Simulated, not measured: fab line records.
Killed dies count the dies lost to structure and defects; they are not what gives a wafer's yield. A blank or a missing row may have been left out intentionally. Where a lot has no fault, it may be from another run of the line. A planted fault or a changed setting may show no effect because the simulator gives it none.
Matching of chambers | flow gf180mcu | rie-si-01 running GF_POLY_GATE_ETCH_13: 4 sister chambers
The step etches poly-Si in HBr/Cl2, stops on SiO2, target depth 198.5 nm, time 69.6 s. 14 wafers are shown with their chamber, then 7 later ones without.

## WAFERS, EACH WITH ITS CHAMBER
wafer  | chamber | drypump-motor-current-A (A) | oes-product-au (a.u.) | throttle-valve-pct (%)
L474.1 | 0       | 5.6                         | 0.982                 | 33.677
L474.3 | 1       | 5.5                         | 0.995                 | 33.683
L474.5 | 3       | 5.1                         | 0.986                 | 33.675
L483.3 | 0       | 5.6                         | 0.985                 | 33.672
L483.5 | 2       | 5.5                         | 0.999                 | 33.694
L483.6 | 3       | 5.1                         | 0.980                 | 33.687
L484.3 | 2       | 5.6                         | 0.993                 | 33.676
L484.4 | 2       | 5.6                         | 1.005                 | 33.670
L484.6 | 0       | 5.6                         | 0.995                 | 33.668
L485.1 | 1       | 5.5                         | 0.991                 | 33.687
L485.3 | 2       | 5.5                         | 0.985                 | 33.665
L485.5 | 1       | 5.5                         | 0.992                 | 33.691
L486.3 | 0       | 5.6                         | 0.984                 | 33.679
L486.4 | 1       | 5.6                         | 0.998                 | 33.680

SIGNATURES (means of the wafers above)
reading                 | chamber 0 | chamber 1 | chamber 2 | chamber 3 | scatter within a chamber
drypump-motor-current-A | 5.600     | 5.525     | 5.550     | 5.100     | 0.0418
oes-product-au          | 0.98650   | 0.99400   | 0.99550   | 0.98300   | 0.00607
throttle-valve-pct      | 33.67400  | 33.68525  | 33.67625  | 33.68100  | 0.00834
Rule: a wafer's distance from a chamber is the root of the sum, over the readings, of the square of ((its reading less the chamber's mean) divided by the reading's scatter). The wafer belongs to the nearest chamber; if the next one is less than 2 further off, it can't be placed. The scatter is the square root of a quotient: the sum, over the shown wafers, of each reading's squared deviation from its chamber's mean, divided by wafers minus chambers.

## WAFERS WHOSE CHAMBER IS MISSING
wafer  | drypump-motor-current-A (A) | oes-product-au (a.u.) | throttle-valve-pct (%)
L486.5 | 5.6                         | 0.993                 | 33.680
L487.3 | 5.1                         | 0.982                 | 33.686
L487.5 | 5.6                         | 0.997                 | 33.671
L487.6 | 5.1                         | 0.978                 | 33.671
L489.2 | 5.6                         | 0.985                 | 33.705
L489.3 | 5.5                         | 0.999                 | 33.690
L489.6 | 5.1                         | 0.983                 | 33.696

## EACH ONE'S CHAMBER
wafer  | from the rows above          | in truth
L486.5 | can't be placed: 0 or 2 or 1 | 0
L487.3 | 3                            | 3
L487.5 | can't be placed: 2 or 0 or 1 | 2
L487.6 | 3                            | 3
L489.2 | can't be placed: 1 or 0 or 2 | 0
L489.3 | can't be placed: 1 or 2      | 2
L489.6 | 3                            | 3
Correctly placed: 3 of 7. These rows do not allow placing 4 (true chamber among the candidates in 4). Wrongly placed: 0.
